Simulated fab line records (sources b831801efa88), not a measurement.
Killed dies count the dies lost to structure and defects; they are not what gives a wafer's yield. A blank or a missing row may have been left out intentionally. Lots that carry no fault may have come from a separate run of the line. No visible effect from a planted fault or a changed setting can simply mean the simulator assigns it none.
2 desks looking at one fault | flow sky130 | what lay behind the numbers comes last; until then each desk has only its own

## TOOL OWNER'S DESK, lpcvd-01
The tool's own readings at SKY_POLY_GATE_CVD_00 (deposits poly-Si, target thk 180 nm, time 720 s): means of the sampled wafers that have a number, for each lot that ran on this tool. A lot is out of limits, marked OUT, if its mean lies more than 4 standard deviations from the usual mean; the brackets give that distance. 7 of its 8 readings are shown: the first one out of limits and those lying furthest out on some lot.
Columns: A = spikeTcCentreC at SKY_POLY_GATE_CVD_00, usual 621.6 C; B = spikeTcTopC at SKY_POLY_GATE_CVD_00, usual 641 C; C = spikeTcUpperC at SKY_POLY_GATE_CVD_00, usual 619.2 C; D = zonePowerCentrePct at SKY_POLY_GATE_CVD_00, usual 9.72 %; E = zonePowerLowerPct at SKY_POLY_GATE_CVD_00, usual 8.92 %; F = zonePowerTopPct at SKY_POLY_GATE_CVD_00, usual 20.5 %; G = zonePowerUpperPct at SKY_POLY_GATE_CVD_00, usual 8.5 %
lot  | first seen here | A                | B              | C               | D               | E    | F               | G
L647 | day 14 13:15    | 623.0            | 644            | 617.8           | 9.60            | 8.74 | 22.5            | 9.2
L658 | day 18 03:36    | 630.9 (+6.7) OUT | 655 (+4.3) OUT | 555.8 (-53) OUT | 15.12 (+36) OUT | 8.11 | 30.6 (+4.0) OUT | 0.0 (-10) OUT
L667 | day 21 07:29    | 623.1            | 644            | 619.0           | 9.52            | 8.75 | 22.6            | 9.0
L668 | day 21 12:29    | 620.9            | 638            | 620.7           | 9.80            | 9.22 | 17.3            | 7.4
L669 | day 21 20:08    | 619.8            | 638            | 620.4           | 9.88            | 9.29 | 17.4            | 7.5
This desk's verdict: out of limits on L658, starting with L658 at day 18 03:36 (spikeTcCentreC at SKY_POLY_GATE_CVD_00). Within limits: L647, L667, L668, L669.

## AT THE METROLOGY DESK
What the gauges read for every lot (on any tool): the sampled wafers with a number, averaged. A lot is out of limits, marked OUT, if its mean lies more than 4 standard deviations from the usual mean; the brackets give that distance.
Columns: A = GATE_OXIDE_OVL at SKY_GATE_OXIDE_OVL_MEAS_10, usual 1.1 nm; B = GATE_OXIDE_TW at SKY_GATE_OXIDE_TW_MEAS_14, usual 223.2; C = POLY_GATE_CVD_00_THK at SKY_POLY_GATE_THK_MEAS_01, usual 180.7 nm; D = POLY_GATE_TW at SKY_RES_PROTECT_TW_MEAS_08, usual 4061; E = POLY_GATE_CVD_03_THK at SKY_POLY_GATE_THK_MEAS_04, usual 75.4 nm; F = cdNm at SKY_POLY_GATE_CD_MEAS_13, usual 150.2 nm; G = POLY_GATE_OVL at SKY_POLY_GATE_OVL_MEAS_14, usual -1 nm
lot  | first seen here | A    | B     | C     | D    | E    | F     | G
L647 | day 14 11:13    | 0.6  | 224.8 | 179.2 | 4071 | 75.0 | 151.6 | -3
L658 | day 18 01:34    | 0.9  | 223.6 | 174.9 | 4030 | 75.6 | 149.6 | 8
L667 | day 21 05:27    | 2.3  | 223.5 | 180.4 | 4089 | 75.7 | 147.3 | 1
L668 | day 21 10:21    | -1.4 | 223.9 | 180.5 | 4092 | 73.7 | 151.6 | -5
L669 | day 21 17:58    | 1.6  | 225.8 | 178.2 | 4078 | 76.2 | 149.9 | -3
This desk's finding: nothing out of limits on any of the 5 lots.

## BROUGHT TOGETHER
An alarm could have come from the tool owner's desk at day 18 03:36, on L658.
Metrology desk: nothing out of limits seen.
The metrology desk has L658 on record, within its limits.
SKY_POLY_GATE_CVD_00 was run on lpcvd-01 by each of the lots named.

## WHAT WAS PUT IN BY THE SIMULATOR
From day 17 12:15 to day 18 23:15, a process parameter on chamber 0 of lpcvd-01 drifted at SKY_POLY_GATE_CVD_00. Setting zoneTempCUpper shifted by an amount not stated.
Struck lots among those shown: L658.
How many hours passed from the start of the fault until each desk's first out-of-limits reading: the tool owner's desk, 15.
